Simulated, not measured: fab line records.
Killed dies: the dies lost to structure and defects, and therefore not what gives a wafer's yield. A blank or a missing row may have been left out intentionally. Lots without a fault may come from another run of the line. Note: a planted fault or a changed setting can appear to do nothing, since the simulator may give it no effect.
The tool behind it: which one? || flow sky130 || 36 wafers from 12 lots sampled at 5 of the route's 708 steps

## WHAT THE GAUGES SHOWED, per wafer
SKY_NWELL_TW_MEAS_26. Usual: NWELL_2_TW typically reads 493, with standard deviation 3.9.
{"lot": "L612", "measured": "day 5 07:13", "on": "film_metro-01", "NWELL_2_TW": "489 486 486", "flag": ""}
{"lot": "L613", "measured": "day 5 13:34", "on": "film_metro-02", "NWELL_2_TW": "493 492 495", "flag": ""}
{"lot": "L615", "measured": "day 6 00:20", "on": "film_metro-04", "NWELL_2_TW": "492 495 494", "flag": ""}
{"lot": "L616", "measured": "day 6 07:52", "on": "film_metro-01", "NWELL_2_TW": "489 491 491", "flag": ""}
{"lot": "L617", "measured": "day 6 10:43", "on": "film_metro-02", "NWELL_2_TW": "498 497 497", "flag": ""}
{"lot": "L618", "measured": "day 6 15:40", "on": "film_metro-01", "NWELL_2_TW": "490 491 490", "flag": ""}
{"lot": "L619", "measured": "day 6 23:14", "on": "film_metro-02", "NWELL_2_TW": "498 498 500", "flag": ""}
{"lot": "L620", "measured": "day 7 06:01", "on": "film_metro-04", "NWELL_2_TW": "495 496 495", "flag": ""}
{"lot": "L628", "measured": "day 9 12:01", "on": "film_metro-01", "NWELL_2_TW": "491 490 489", "flag": ""}
{"lot": "L627", "measured": "day 9 13:03", "on": "film_metro-02", "NWELL_2_TW": "495 496 495", "flag": ""}
{"lot": "L634", "measured": "day 10 21:07", "on": "film_metro-02", "NWELL_2_TW": "493 494 492", "flag": ""}
{"lot": "L635", "measured": "day 11 03:35", "on": "film_metro-01", "NWELL_2_TW": "499 498 499", "flag": ""}

SKY_VT_ADJUST_LVTN_TW_MEAS_10. Usual: VT_ADJUST_LVTN_TW typically reads 241.0, with standard deviation 1.7.
{"lot": "L612", "measured": "day 6 19:19", "on": "film_metro-03", "VT_ADJUST_LVTN_TW": "241.2 242.3 241.9", "flag": ""}
{"lot": "L613", "measured": "day 7 02:17", "on": "film_metro-01", "VT_ADJUST_LVTN_TW": "235.4 237.5 236.5", "flag": ""}
{"lot": "L615", "measured": "day 7 16:25", "on": "film_metro-02", "VT_ADJUST_LVTN_TW": "242.8 242.0 241.2", "flag": ""}
{"lot": "L616", "measured": "day 8 01:10", "on": "film_metro-03", "VT_ADJUST_LVTN_TW": "242.8 241.9 242.1", "flag": ""}
{"lot": "L617", "measured": "day 8 03:48", "on": "film_metro-02", "VT_ADJUST_LVTN_TW": "238.3 240.6 239.4", "flag": ""}
{"lot": "L618", "measured": "day 8 07:23", "on": "film_metro-02", "VT_ADJUST_LVTN_TW": "239.9 239.8 239.9", "flag": ""}
{"lot": "L619", "measured": "day 8 16:52", "on": "film_metro-02", "VT_ADJUST_LVTN_TW": "239.5 239.5 240.5", "flag": ""}
{"lot": "L620", "measured": "day 9 00:53", "on": "film_metro-03", "VT_ADJUST_LVTN_TW": "240.7 240.9 241.1", "flag": ""}
{"lot": "L628", "measured": "day 11 08:56", "on": "film_metro-03", "VT_ADJUST_LVTN_TW": "242.8 243.0 243.4", "flag": ""}
{"lot": "L627", "measured": "day 11 10:31", "on": "film_metro-03", "VT_ADJUST_LVTN_TW": "241.8 241.7 241.7", "flag": ""}
{"lot": "L634", "measured": "day 12 22:34", "on": "film_metro-03", "VT_ADJUST_LVTN_TW": "242.9 243.2 241.5", "flag": ""}
{"lot": "L635", "measured": "day 13 04:41", "on": "film_metro-01", "VT_ADJUST_LVTN_TW": "239.0 240.4 240.1", "flag": ""}

SKY_VT_ADJUST_HVTR_TW_MEAS_11. Usual: VT_ADJUST_HVTR_TW typically reads 210.4, with standard deviation 1.2.
{"lot": "L612", "measured": "day 9 09:38", "on": "film_metro-04", "VT_ADJUST_HVTR_TW": "211.3 210.5 210.3", "flag": ""}
{"lot": "L613", "measured": "day 9 18:02", "on": "film_metro-02", "VT_ADJUST_HVTR_TW": "210.6 210.2 210.6", "flag": ""}
{"lot": "L615", "measured": "day 10 08:24", "on": "film_metro-02", "VT_ADJUST_HVTR_TW": "209.8 211.1 209.8", "flag": ""}
{"lot": "L616", "measured": "day 10 18:20", "on": "film_metro-04", "VT_ADJUST_HVTR_TW": "211.1 210.8 210.3", "flag": ""}
{"lot": "L617", "measured": "day 10 22:05", "on": "film_metro-04", "VT_ADJUST_HVTR_TW": "211.7 211.6 210.7", "flag": ""}
{"lot": "L618", "measured": "day 11 00:08", "on": "film_metro-01", "VT_ADJUST_HVTR_TW": "211.1 212.5 211.4", "flag": ""}
{"lot": "L619", "measured": "day 11 11:00", "on": "film_metro-02", "VT_ADJUST_HVTR_TW": "208.3 210.0 209.1", "flag": ""}
{"lot": "L620", "measured": "day 11 21:00", "on": "film_metro-01", "VT_ADJUST_HVTR_TW": "211.5 212.6 211.1", "flag": ""}
{"lot": "L628", "measured": "day 14 13:38", "on": "film_metro-04", "VT_ADJUST_HVTR_TW": "199.4 199.3 199.9", "flag": "OFF"}
{"lot": "L627", "measured": "day 14 15:07", "on": "film_metro-02", "VT_ADJUST_HVTR_TW": "199.9 201.5 202.2", "flag": "OFF"}
{"lot": "L634", "measured": "day 16 06:47", "on": "film_metro-01", "VT_ADJUST_HVTR_TW": "210.0 208.5 207.6", "flag": ""}
{"lot": "L635", "measured": "day 16 13:42", "on": "film_metro-01", "VT_ADJUST_HVTR_TW": "209.2 209.9 209.7", "flag": ""}

## EACH LOT AND THE TOOL THAT RAN IT (in order: tool; ch and the chambers of the sampled wafers; start)
{"lot": "L612", "SKY_NWELL_STRIP_25": "plasma_asher-03 ch 0,1, day 5 07:07", "SKY_VT_ADJUST_HVTR_IMPLANT_09": "implanter-04 ch 0, day 9 09:23"}
{"lot": "L613", "SKY_NWELL_STRIP_25": "plasma_asher-03 ch 0,1, day 5 13:28", "SKY_VT_ADJUST_HVTR_IMPLANT_09": "implanter-01 ch 0, day 9 17:47"}
{"lot": "L615", "SKY_NWELL_STRIP_25": "plasma_asher-03 ch 0,1, day 6 00:13", "SKY_VT_ADJUST_HVTR_IMPLANT_09": "implanter-01 ch 0, day 10 08:10"}
{"lot": "L616", "SKY_NWELL_STRIP_25": "plasma_asher-02 ch 0,1, day 6 07:46", "SKY_VT_ADJUST_HVTR_IMPLANT_09": "implanter-04 ch 0, day 10 18:05"}
{"lot": "L617", "SKY_NWELL_STRIP_25": "plasma_asher-03 ch 1, day 6 10:37", "SKY_VT_ADJUST_HVTR_IMPLANT_09": "implanter-03 ch 0, day 10 21:51"}
{"lot": "L618", "SKY_NWELL_STRIP_25": "plasma_asher-01 ch 0,1, day 6 15:34", "SKY_VT_ADJUST_HVTR_IMPLANT_09": "implanter-04 ch 0, day 10 23:53"}
{"lot": "L619", "SKY_NWELL_STRIP_25": "plasma_asher-01 ch 0,1, day 6 23:07", "SKY_VT_ADJUST_HVTR_IMPLANT_09": "implanter-04 ch 0, day 11 10:46"}
{"lot": "L620", "SKY_NWELL_STRIP_25": "plasma_asher-03 ch 0,1, day 7 05:55", "SKY_VT_ADJUST_HVTR_IMPLANT_09": "implanter-01 ch 0, day 11 20:46"}
{"lot": "L628", "SKY_NWELL_STRIP_25": "plasma_asher-02 ch 0,1, day 9 11:55", "SKY_VT_ADJUST_HVTR_IMPLANT_09": "implanter-01 ch 0, day 14 13:23"}
{"lot": "L627", "SKY_NWELL_STRIP_25": "plasma_asher-03 ch 0,1, day 9 12:58", "SKY_VT_ADJUST_HVTR_IMPLANT_09": "implanter-01 ch 0, day 14 14:55"}
{"lot": "L634", "SKY_NWELL_STRIP_25": "plasma_asher-01 ch 0,1, day 10 21:01", "SKY_VT_ADJUST_HVTR_IMPLANT_09": "implanter-03 ch 0, day 16 06:32"}
{"lot": "L635", "SKY_NWELL_STRIP_25": "plasma_asher-01 ch 0,1, day 11 03:28", "SKY_VT_ADJUST_HVTR_IMPLANT_09": "implanter-03 ch 0, day 16 13:28"}
- SKY_NWELL_STRIP_25: strips in O2/N2.
- SKY_VT_ADJUST_HVTR_IMPLANT_09

## WHAT THE TOOLS THEMSELVES READ (means of the sampled wafers that have a number; where no wafer has one, the mark that the record gives instead)
SKY_NWELL_STRIP_25. Usual: drypump_motor_current_A 5.8 A, standard deviation 0.48; n2_flow_sccm 300.1 sccm, standard deviation 0.75; oes_product_au 0.723 a.u., standard deviation 0.0046; strip_time_to_endpoint_s 36.94 s, standard deviation 0.11.
{"lot": "L612", "tool": "plasma_asher-03", "drypump_motor_current_A (A)": 6.0, "n2_flow_sccm (sccm)": 300.7, "oes_product_au (a.u.)": 0.727, "strip_time_to_endpoint_s (s)": 36.81, "flag": ""}
{"lot": "L613", "tool": "plasma_asher-03", "drypump_motor_current_A (A)": 6.3, "n2_flow_sccm (sccm)": 299.7, "oes_product_au (a.u.)": 0.723, "strip_time_to_endpoint_s (s)": 36.89, "flag": ""}
{"lot": "L615", "tool": "plasma_asher-03", "drypump_motor_current_A (A)": 6.3, "n2_flow_sccm (sccm)": 300.3, "oes_product_au (a.u.)": 0.718, "strip_time_to_endpoint_s (s)": 36.92, "flag": ""}
{"lot": "L616", "tool": "plasma_asher-02", "drypump_motor_current_A (A)": 5.6, "n2_flow_sccm (sccm)": 299.6, "oes_product_au (a.u.)": 0.722, "strip_time_to_endpoint_s (s)": 36.84, "flag": ""}
{"lot": "L617", "tool": "plasma_asher-03", "drypump_motor_current_A (A)": 5.8, "n2_flow_sccm (sccm)": 298.7, "oes_product_au (a.u.)": 0.727, "strip_time_to_endpoint_s (s)": 36.95, "flag": ""}
{"lot": "L618", "tool": "plasma_asher-01", "drypump_motor_current_A (A)": 5.3, "n2_flow_sccm (sccm)": 300.5, "oes_product_au (a.u.)": 0.720, "strip_time_to_endpoint_s (s)": 37.06, "flag": ""}
{"lot": "L619", "tool": "plasma_asher-01", "drypump_motor_current_A (A)": 5.5, "n2_flow_sccm (sccm)": 301.2, "oes_product_au (a.u.)": 0.722, "strip_time_to_endpoint_s (s)": 36.93, "flag": ""}
{"lot": "L620", "tool": "plasma_asher-03", "drypump_motor_current_A (A)": 6.3, "n2_flow_sccm (sccm)": 300.2, "oes_product_au (a.u.)": 0.725, "strip_time_to_endpoint_s (s)": 37.02, "flag": ""}
{"lot": "L628", "tool": "plasma_asher-02", "drypump_motor_current_A (A)": 5.8, "n2_flow_sccm (sccm)": 299.5, "oes_product_au (a.u.)": 0.719, "strip_time_to_endpoint_s (s)": 36.85, "flag": ""}
{"lot": "L627", "tool": "plasma_asher-03", "drypump_motor_current_A (A)": 6.0, "n2_flow_sccm (sccm)": 300.1, "oes_product_au (a.u.)": 0.722, "strip_time_to_endpoint_s (s)": 36.86, "flag": ""}
{"lot": "L634", "tool": "plasma_asher-01", "drypump_motor_current_A (A)": 5.3, "n2_flow_sccm (sccm)": 301.0, "oes_product_au (a.u.)": 0.721, "strip_time_to_endpoint_s (s)": 36.83, "flag": ""}
{"lot": "L635", "tool": "plasma_asher-01", "drypump_motor_current_A (A)": 5.3, "n2_flow_sccm (sccm)": 300.2, "oes_product_au (a.u.)": 0.724, "strip_time_to_endpoint_s (s)": 36.91, "flag": ""}

SKY_VT_ADJUST_HVTR_IMPLANT_09. Usual: beam_on_s 9.99 s, standard deviation 0.19; faraday_current_uA 11.85, standard deviation 0.22.
{"lot": "L612", "tool": "implanter-04", "beam_on_s (s)": 10.13, "faraday_current_uA": 11.69, "flag": ""}
{"lot": "L613", "tool": "implanter-01", "beam_on_s (s)": 9.99, "faraday_current_uA": 11.85, "flag": ""}
{"lot": "L615", "tool": "implanter-01", "beam_on_s (s)": 10.16, "faraday_current_uA": 11.66, "flag": ""}
{"lot": "L616", "tool": "implanter-04", "beam_on_s (s)": 10.02, "faraday_current_uA": 11.83, "flag": ""}
{"lot": "L617", "tool": "implanter-03", "beam_on_s (s)": 10.02, "faraday_current_uA": 11.80, "flag": ""}
{"lot": "L618", "tool": "implanter-04", "beam_on_s (s)": 9.88, "faraday_current_uA": 11.98, "flag": ""}
{"lot": "L619", "tool": "implanter-04", "beam_on_s (s)": 10.13, "faraday_current_uA": 11.70, "flag": ""}
{"lot": "L620", "tool": "implanter-01", "beam_on_s (s)": 9.95, "faraday_current_uA": 11.87, "flag": ""}
{"lot": "L628", "tool": "implanter-01", "beam_on_s (s)": 8.40, "faraday_current_uA": 14.08, "flag": "OFF"}
{"lot": "L627", "tool": "implanter-01", "beam_on_s (s)": 8.30, "faraday_current_uA": 14.32, "flag": "OFF"}
{"lot": "L634", "tool": "implanter-03", "beam_on_s (s)": 9.83, "faraday_current_uA": 12.06, "flag": ""}
{"lot": "L635", "tool": "implanter-03", "beam_on_s (s)": 10.04, "faraday_current_uA": 11.82, "flag": ""}

## THE ANSWER, worked out from the rows above alone
Rule: take the mean of a lot's wafers that have a number; if it is more than 3 standard deviations from the usual mean, the lot is off. Also off: a lot with no number at a reading for which 4 or more lots have one. Any other lot the step has rows for is counted as sound. After the gauges, taken in route order, come the tools' own readings; for these a lot's mean is taken, as printed above. At the first step where some lot is off, the reading lying furthest off is the one used; lots without a number count as furthest.
Off: L628, L627, seen at SKY_VT_ADJUST_HVTR_TW_MEAS_11 (VT_ADJUST_HVTR_TW).
If a tool, at a process step before that reading, ran all the lots that are off and no sound lot after the first of them, it fits. The gauges at SKY_VT_ADJUST_HVTR_TW_MEAS_11 aren't tried: what is off there is off at SKY_VT_ADJUST_HVTR_IMPLANT_09 too, on other tools, and a gauge's error can't cause that. One fits: SKY_VT_ADJUST_HVTR_IMPLANT_09 on implanter-01. A fault onset in the window from L620 (day 11 20:46, its last sound lot) to L628 (day 14 13:23, its first lot off) fits.
The tool's own readings at SKY_VT_ADJUST_HVTR_IMPLANT_09 bear it out: on the lots that are off they differ by more than 5 times the standard deviation of the sound lots' means. beam_on_s reads 8.35 s there against 10.02 s on the sound lots; faraday_current_uA reads 14.20 there against 11.83 on the sound lots.

## WHAT THE SIMULATOR HAD INSERTED
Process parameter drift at SKY_VT_ADJUST_HVTR_IMPLANT_09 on implanter-01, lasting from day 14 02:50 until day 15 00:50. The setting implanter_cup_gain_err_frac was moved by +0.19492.
Struck lots among those shown: L628, L627. Same finding as the rule above.
